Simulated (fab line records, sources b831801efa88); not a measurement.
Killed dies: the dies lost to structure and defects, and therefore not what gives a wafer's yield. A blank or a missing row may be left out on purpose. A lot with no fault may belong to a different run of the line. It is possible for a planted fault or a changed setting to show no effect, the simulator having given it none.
fab line records	flow sky130	part 2 of 2: steps 44 to 44 of 44
record: lots: 7	wafers: 20	lastDay: 49
route steps=708 shown VIA3@590 METAL4@598 CAP2M@603 PAD_OPEN@708
lots untouched by any fault: they come from a run of this same line in which no faults occurred
startH: hours from the record's opening day to when the first of the lot's shown wafers began	waitH: hours elapsed since this lot's preceding step	" identical to the entry in the row above	L1.1+2: a row that stands for several wafers	- value missing, or start not given	* or withheld: withheld	< > ~ a bound
route shown NAME@n: NAME is a module with steps in the file, n the number in the route of the first one	usual: mean and standard deviation over wafers with no fault	same: alike in all rows	chamber/n: place in a boat	sites: readings site by site	_std_site: their standard deviation	_edge_site: outer sites' mean less inner sites'	radiusMm: how far each site lies from the wafer's centre	mask NAME#n: copy n	behind: the last tool/chamber to shape the wafer	hold: the reason the lot was held/the length of the hold in hours/how it ended	device: the n, p or np transistor that did not switch	end of line: the tests these same wafers got at the end of their route	for a step that has no rows: nothing shown but its recipe	killed: dies that structure and defects cost at the first sort, which is not the same as the wafer's yield	map: per-die view of a wafer (x killed, . not killed, _ where there is no die)
set.NAME: the setting that was run; set.NAME@STEP: the one run at that earlier step	model.NAME: the simulator's own value behind a step, which no gauge read
lots at some steps of the route; a table a step, a row a wafer
services: a tool's chamber out of use, with start hour (startH, from the record's first day; less than 0 if before it), hours out, and reason
== steps ==
step: SKY_PAD_OPEN_PROBE_99
usual: defectLimitedYield: 82.9/1.7	killed_at_M0_to_M3: 42/6.1	killed_at_M4_up: 3.4/2	killedAtContacts: 23/4.8	killedAtFrontEnd: 15/3.8	killedAtOther: 0.3/0.48	killedDies: 84/8.5	killedOpen: 46/6.8	killedShort: 38/6.2	sort_bin_3_pad_short: 0.8/0.42	sort_bin_5_function: 10.1/1.4	sort_bin_6_memory: 6.2/0.99	sortNPass: 408/8.5	sortYieldPct: 82.9/1.7
same: grossDies: 492	killedAtBackSide: 0	sort_bin_4_leakage[%]: 0	sort_bin_8_speed[%]: 0
lot.wafer	tool	chamber	startH	waitH	defectLimitedYield[%]	killed_at_M0_to_M3	killed_at_M4_up	killedAtContacts	killedAtFrontEnd	killedAtOther	killedDies	killedOpen	killedShort	sort_bin_3_pad_short[%]	sort_bin_5_function[%]	sort_bin_6_memory[%]	sortNPass	sortYieldPct[%]	model.etest.via4Chain.rcOhm
L296.1	prober-02	-	1083.64	0.1	81.1	52	5	17	19	0	93	50	42	0.4	10.4	8.1	399	81.1	0.8226
L296.2	prober-02	-	1083.69	0.1	82.5	53	3	15	15	0	86	42	44	0.6	10.0	6.9	406	82.5	0.8304
L296.3	prober-02	-	1083.74	0.2	80.7	46	2	31	16	0	95	55	39	1.2	10.2	7.9	397	80.7	0.7781
L297.1	prober-01	-	1088.14	0.1	79.1	58	1	26	18	0	103	58	45	1.4	11.8	7.7	389	79.1	0.8164
L297.2	prober-01	-	1088.19	0.1	81.1	41	7	22	22	1	93	59	33	1.2	11.4	6.3	399	81.1	0.8131
L297.5	prober-01	-	1088.34	0.2	82.3	42	2	28	15	0	87	53	34	0.6	10.8	6.3	405	82.3	0.7752
L298.2	prober-02	-	1089.94	0.1	80.5	48	5	21	21	1	96	40	56	1.6	12.4	5.5	396	80.5	0.7871
L298.4	prober-02	-	1090.04	0.2	82.9	45	6	22	11	0	84	44	40	0.6	9.1	7.3	408	82.9	0.7688
L298.5	prober-02	-	1090.09	0.2	83.1	32	2	34	15	0	83	47	36	0.2	8.9	7.7	409	83.1	0.8136
L300.1	prober-02	-	1112.04	0.1	81.1	40	6	26	21	0	93	50	42	2.0	10.8	6.1	399	81.1	0.8446
L300.4	prober-02	-	1112.19	0.2	83.9	37	1	23	18	0	79	45	33	1.2	9.6	5.3	413	83.9	0.7939
L300.5	prober-02	-	1112.24	0.2	84.3	31	3	24	18	1	77	38	39	0.8	8.9	5.9	415	84.3	0.7702
L303.1	prober-01	-	1131.99	0.1	81.1	45	2	24	21	1	93	47	45	0.6	11.6	6.7	399	81.1	0.9081
L303.2	prober-01	-	1132.04	0.1	81.9	49	3	26	11	0	89	51	37	1.0	10.4	6.7	403	81.9	0.7861
L303.6	prober-01	-	1132.24	0.2	84.8	30	3	26	16	0	75	36	37	0.6	9.1	5.5	417	84.8	0.8267
L307.2	prober-01	-	1146.78	0.1	83.3	34	4	28	15	1	82	45	37	0.8	10.2	5.7	410	83.3	0.7775
L307.3	prober-01	-	1146.83	0.2	84.3	29	3	25	20	0	77	40	37	0.6	8.3	6.7	415	84.3	0.9301
L311.1	prober-01	-	1171.04	0.1	82.3	44	4	26	13	0	87	51	36	0.4	11.2	6.1	405	82.3	0.8206
L311.3	prober-01	-	1171.14	0.2	82.1	50	2	24	11	1	88	43	45	0.8	10.8	6.3	404	82.1	0.8299
L311.6	prober-01	-	1171.29	0.2	82.1	48	2	22	15	1	88	44	43	1.8	10.6	5.5	404	82.1	0.808
killed by level:class
L296.1 VIA1:geometricParticle:short=11 VIA1:geometricParticle:open=8 VIA2:geometricParticle:open=8 FIELD_ISO:geometricParticle:open=7 CONTACT:geometricParticle:open=7 METAL2:geometricParticle:short=6 VIA3:geometricParticle:open=6 LI_CONTACT:geometricParticle:open=5
L296.2 VIA3:geometricParticle:open=9 VIA1:geometricParticle:open=9 VIA2:geometricParticle:open=7 CONTACT:geometricParticle:open=6 METAL2:geometricParticle:short=6 METAL1:geometricParticle:short=5 VIA3:geometricParticle:short=5 FIELD_ISO:geometricParticle:short=4
L296.3 CONTACT:geometricParticle:open=15 VIA1:geometricParticle:open=11 VIA3:geometricParticle:open=8 VIA2:geometricParticle:open=7 FIELD_ISO:geometricParticle:short=6 LI_CONTACT:geometricParticle:short=5 LI_CONTACT:geometricParticle:open=4 LOCAL_INTERCONNECT:geometricParticle:short=4
L297.1 VIA1:geometricParticle:open=17 CONTACT:geometricParticle:open=10 POLY_GATE:geometricParticle:short=6 LI_CONTACT:geometricParticle:open=6 METAL1:geometricParticle:short=6 METAL3:geometricParticle:short=6 VIA2:geometricParticle:open=5 FIELD_ISO:geometricParticle:open=4
L297.2 VIA1:geometricParticle:open=13 CONTACT:geometricParticle:open=10 POLY_GATE:geometricParticle:open=7 VIA2:geometricParticle:open=6 VIA2:geometricParticle:short=5 VIA3:geometricParticle:open=5 CONTACT:geometricParticle:short=4 LI_CONTACT:geometricParticle:open=4
L297.5 VIA1:geometricParticle:open=13 CONTACT:geometricParticle:open=9 LOCAL_INTERCONNECT:geometricParticle:short=7 VIA2:geometricParticle:open=7 VIA1:geometricParticle:short=6 CONTACT:geometricParticle:short=5 VIA3:geometricParticle:open=5 FIELD_ISO:geometricParticle:open=4
L298.2 METAL1:geometricParticle:short=11 POLY_GATE:geometricParticle:short=8 VIA2:geometricParticle:open=8 VIA1:geometricParticle:short=8 LI_CONTACT:geometricParticle:open=6 METAL2:geometricParticle:short=6 CONTACT:geometricParticle:open=6 VIA1:geometricParticle:open=6
L298.4 CONTACT:geometricParticle:open=9 VIA1:geometricParticle:open=9 VIA3:geometricParticle:open=8 METAL2:geometricParticle:short=6 METAL1:geometricParticle:short=6 LOCAL_INTERCONNECT:geometricParticle:short=5 FIELD_ISO:geometricParticle:short=4 LI_CONTACT:geometricParticle:open=4
L298.5 CONTACT:geometricParticle:open=14 METAL2:geometricParticle:short=8 LI_CONTACT:geometricParticle:open=8 LI_CONTACT:geometricParticle:short=5 VIA3:geometricParticle:open=5 POLY_GATE:geometricParticle:short=4 VIA2:geometricParticle:open=4 FIELD_ISO:geometricParticle:short=3
L300.1 VIA1:geometricParticle:open=10 CONTACT:geometricParticle:open=9 VIA1:geometricParticle:short=7 POLY_GATE:geometricParticle:short=7 LI_CONTACT:geometricParticle:open=7 POLY_GATE:geometricParticle:open=5 VIA2:geometricParticle:short=5 CONTACT:geometricParticle:short=4
L300.4 METAL1:geometricParticle:short=9 FIELD_ISO:geometricParticle:open=8 CONTACT:geometricParticle:open=8 VIA3:geometricParticle:open=6 LOCAL_INTERCONNECT:geometricParticle:short=5 VIA2:geometricParticle:open=5 VIA1:geometricParticle:open=5 LI_CONTACT:geometricParticle:open=4
L300.5 CONTACT:geometricParticle:short=9 CONTACT:geometricParticle:open=9 VIA3:geometricParticle:open=7 FIELD_ISO:geometricParticle:open=4 LI_CONTACT:geometricParticle:open=4 VIA3:geometricParticle:short=4 VIA1:geometricParticle:open=4 FIELD_ISO:geometricParticle:short=3
L303.1 CONTACT:geometricParticle:open=11 VIA3:geometricParticle:open=8 POLY_GATE:geometricParticle:short=7 VIA1:geometricParticle:open=7 METAL2:geometricParticle:short=6 POLY_GATE:geometricParticle:open=5 CONTACT:geometricParticle:short=5 VIA3:geometricParticle:short=5
L303.2 VIA1:geometricParticle:open=12 CONTACT:geometricParticle:open=9 VIA2:geometricParticle:open=9 LI_CONTACT:geometricParticle:open=7 LOCAL_INTERCONNECT:geometricParticle:short=5 METAL1:geometricParticle:short=5 VIA1:geometricParticle:short=5 FIELD_ISO:geometricParticle:open=4
L303.6 VIA1:geometricParticle:open=9 LI_CONTACT:geometricParticle:open=8 CONTACT:geometricParticle:open=8 CONTACT:geometricParticle:short=7 FIELD_ISO:geometricParticle:short=4 METAL1:geometricParticle:short=4 METAL2:geometricParticle:short=4 VIA3:geometricParticle:short=4
L307.2 CONTACT:geometricParticle:open=13 VIA1:geometricParticle:open=7 VIA2:geometricParticle:short=6 LI_CONTACT:geometricParticle:open=5 LOCAL_INTERCONNECT:geometricParticle:short=5 METAL1:geometricParticle:short=5 VIA2:geometricParticle:open=5 CONTACT:geometricParticle:short=4
L307.3 CONTACT:geometricParticle:open=10 LOCAL_INTERCONNECT:geometricParticle:short=8 POLY_GATE:geometricParticle:short=6 VIA1:geometricParticle:open=6 VIA3:geometricParticle:open=6 POLY_GATE:geometricParticle:open=5 LI_CONTACT:geometricParticle:open=4 VIA2:geometricParticle:open=4
L311.1 CONTACT:geometricParticle:open=10 LI_CONTACT:geometricParticle:open=6 VIA2:geometricParticle:short=6 VIA2:geometricParticle:open=6 VIA3:geometricParticle:open=6 CONTACT:geometricParticle:short=5 FIELD_ISO:geometricParticle:open=4 METAL2:geometricParticle:open=4
L311.3 CONTACT:geometricParticle:open=9 VIA3:geometricParticle:open=9 VIA1:geometricParticle:open=8 LI_CONTACT:geometricParticle:open=7 METAL1:geometricParticle:short=7 METAL2:geometricParticle:short=7 VIA1:geometricParticle:short=6 VIA2:geometricParticle:open=5
L311.6 VIA1:geometricParticle:open=9 VIA2:geometricParticle:open=9 CONTACT:geometricParticle:open=7 METAL1:geometricParticle:short=7 VIA3:geometricParticle:short=7 LI_CONTACT:geometricParticle:open=6 METAL2:geometricParticle:short=5 LI_CONTACT:geometricParticle:short=5
== services ==
tool	chamber	startH	hours	kind
pecvd-01	-	931.19	2.2	repair
rieMetal-04	1	931.39	2.5	repair
cvdW-01	-	933.72	2.8	pm
rieMetal-04	-	958.54	14.6	pm
pecvd-04	-	979.83	0.7	repair
rieMetal-03	-	992.67	2.0	repair
rieMetal-02	1	1007.36	17.4	repair
rieMetal-03	1	1007.63	-	clean
rieMetal-03	1	1007.63	21.1	scheduledDown
cvdW-01	0	1007.73	7.4	repair
cvdW-02	0	1019.46	12.3	repair
pecvd-04	-	1027.23	2.8	pm
rieMetal-02	0	1028.66	1.0	repair
cvdW-02	-	1039.35	1.0	repair
pecvd-04	-	1040.73	6.0	pm
rieMetal-01	0	1049.66	-	clean
rieMetal-01	0	1049.66	20.1	scheduledDown
rieMetal-01	0	1049.66	20.1	ventCycle
pecvd-04	-	1059.85	0.8	repair
cvdW-01	-	1066.49	6.9	pm
pvdSputter-01	-	1072.59	4.6	repair
cvdW-02	-	1073.39	6.9	pm
cvdW-02	-	1080.29	2.8	pm
pecvd-02	2	1083.00	9.3	repair
== key ==
firstSign: step: SKY_METAL4_METAL_ETCH_18	reading: oesProductAu	direction: up	sigmas: 4.9	usual: 0.865	struck: 0.894
effect none on later readings
modelEffect: step: SKY_METAL4_SPUTTER_04	value: TiN_of_METAL4_SPUTTER_04.thkNm	without: 69.5	struck: 118.7
modelEffect: step: SKY_PAD_OPEN_PROBE_99	value: etest.via4Chain.rcOhm	without: 0.8064	struck: 0.8942
metAt SKY_METAL4_SPUTTER_04
struckWafers L300.1,L303.1,L307.3
onsetBetween 946.09 973.75
fault: kind: processParameterDrift	tool: pvdSputter-02	chamber: -	onsetH: 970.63	steps: SKY_METAL4_SPUTTER_04	channel: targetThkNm	offset: 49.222	shape: step	endH: 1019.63	scope: struckWafersOnly	actsIn: theseRecipesOnly	stated: 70
